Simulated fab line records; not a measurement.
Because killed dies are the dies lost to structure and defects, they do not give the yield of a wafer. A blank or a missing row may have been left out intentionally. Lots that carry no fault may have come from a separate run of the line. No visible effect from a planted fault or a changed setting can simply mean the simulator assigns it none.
Problem report in the 8D (eight disciplines) form, filled by code :: flow sky130 :: the parts of the form that need people (team, actions taken, sign-off) are left out

1. THE ISSUE
Wafers without a fault read 131.97, standard deviation 0.13; exposure dose mJ cm2 at SKY_VIA4_EXPOSE_08 reads a mean of 123.05 on 12 wafers belonging to 4 lots. That puts it -69 standard deviations away from the usual mean.
The step: exposes mask VIM4, target cd 800 nm.
Earliest sighting: wafer L165.1 on iline stepper-02 at day 44 20:18. At this step, 48 wafers from 16 lots have a number in the record. By rule, "out" or "out of limits" means more than 4 standard deviations away from the usual mean. The rest of the wafers with a number are treated as sound.

2. WHAT THIS IS AND IS NOT
question: which readings at this step
is: exposure dose mJ cm2
is not: -

question: which lots
is: L165, L166, L167, L168
is not: L157, L158, L159, L160, L164, L169, L171, L172, L174, L176, L178, L179

question: which wafers of those lots
is: all that have a number
is not: -

question: read on which tools
is: iline stepper-02
is not: iline stepper-01

question: when
is: from day 44 20:18
is not: up to then (15 sound wafers); but 21 sound wafers of L169, L171, L172, L174, L176, L178, L179 came after

3. THE SUSPECTS, EACH WITH WHAT RULES IT OUT
Counting: a tool at a process step up to the reading stays a suspect if it ran every lot that is out and no sound lot after the first of them.
- iline stepper-02 at SKY_VIA4_EXPOSE_08 (exposes mask VIM4, target cd 800 nm): kept. All lots that are out passed through it, beginning with L165 at day 44 20:18, and no sound lot followed; its final sound lot before that point was L164 at day 44 09:22. Its own readings are out on those wafers: exposure dose mJ cm2.
The count leaves iline stepper-02 at SKY_VIA4_EXPOSE_08.

4. THE CAUSE (what the simulator had put in)
Process parameters drifting: iline stepper-02 at SKY_VIA4_EXPOSE_08, beginning at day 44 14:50. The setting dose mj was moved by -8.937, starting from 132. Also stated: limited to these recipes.
After counting, this tool was the only one left.

5. THE CHAIN OF EFFECTS, in route order
Each row: a reading where the mean over the struck wafers with a number is more than 3 standard deviations away from the usual. Only readings for which the record gives a usual standard deviation are gone through. hours: the time from each lot's start at the first step in this table that gives one to its start at this step, as a median over the lots. sigmas: the change in usual standard deviations.
hours: 0
step: SKY_VIA4_EXPOSE_08
reading: exposure dose mJ cm2
usual: 131.97
on struck wafers: 123.05
change: -8.92
sigmas: -69
Here are the process steps it includes:
- SKY_VIA4_EXPOSE_08: exposes mask VIM4, target cd 800 nm.

6. WHAT WOULD HAVE CAUGHT IT SOONER
In this record the first reading out of limits was taken at day 44 20:18, 5 hours after the fault began at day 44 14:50.
